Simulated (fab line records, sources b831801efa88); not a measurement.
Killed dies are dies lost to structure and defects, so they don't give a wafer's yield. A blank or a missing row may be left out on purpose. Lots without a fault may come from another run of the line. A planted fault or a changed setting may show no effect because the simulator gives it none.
Chamber matching | flow sky130 | SKY_VIA4_CMP_21 on cmp-01: 4 sister chambers
The step polishes, stops on SiO2, t overpolish 25 s, target thk 0 nm. 4 wafers are shown with their chamber, then 9 later ones without.

WAFERS WITH THEIR CHAMBER
wafer  | chamber | motor_current_A (A)
L376.2 | 0       | 8.6
L378.1 | 3       | 8.4
L378.3 | 2       | 12.2
L378.4 | 1       | 12.0

WAFERS WITHOUT THEIR CHAMBER
wafer  | motor_current_A (A)
L383.2 | 8.8
L383.4 | 8.7
L383.5 | 12.5
L388.4 | 12.0
L388.5 | 12.4
L388.6 | 8.4
L390.2 | 11.0
L390.4 | 8.4
L390.5 | 12.5

WHICH CHAMBER EACH WENT THROUGH
wafer  | from the rows above     | in truth
L383.2 | can't be placed: 0 or 3 | 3
L383.4 | can't be placed: 0 or 3 | 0
L383.5 | can't be placed: 2 or 1 | 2
L388.4 | can't be placed: 1 or 2 | 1
L388.5 | can't be placed: 2 or 1 | 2
L388.6 | can't be placed: 3 or 0 | 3
L390.2 | can't be placed: 1 or 2 | 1
L390.4 | can't be placed: 3 or 0 | 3
L390.5 | can't be placed: 2 or 1 | 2
Placed correctly: 0 of 9. Can't be placed from these rows: 9 (the true chamber is among the candidates in 9). Placed wrongly: 0.
How it was worked out, from the rows above alone: a wafer's distance from a chamber is the root of the sum, over the readings, of the square of ((its reading less the chamber's mean) divided by the reading's scatter). The wafer belongs to the nearest chamber; if the next one is less than 2 further off, it can't be placed. A chamber's mean is the mean of its shown wafers. The scatter: with one shown wafer a chamber, the root of the mean of the squares of how far each hidden wafer lies from its nearest shown one.
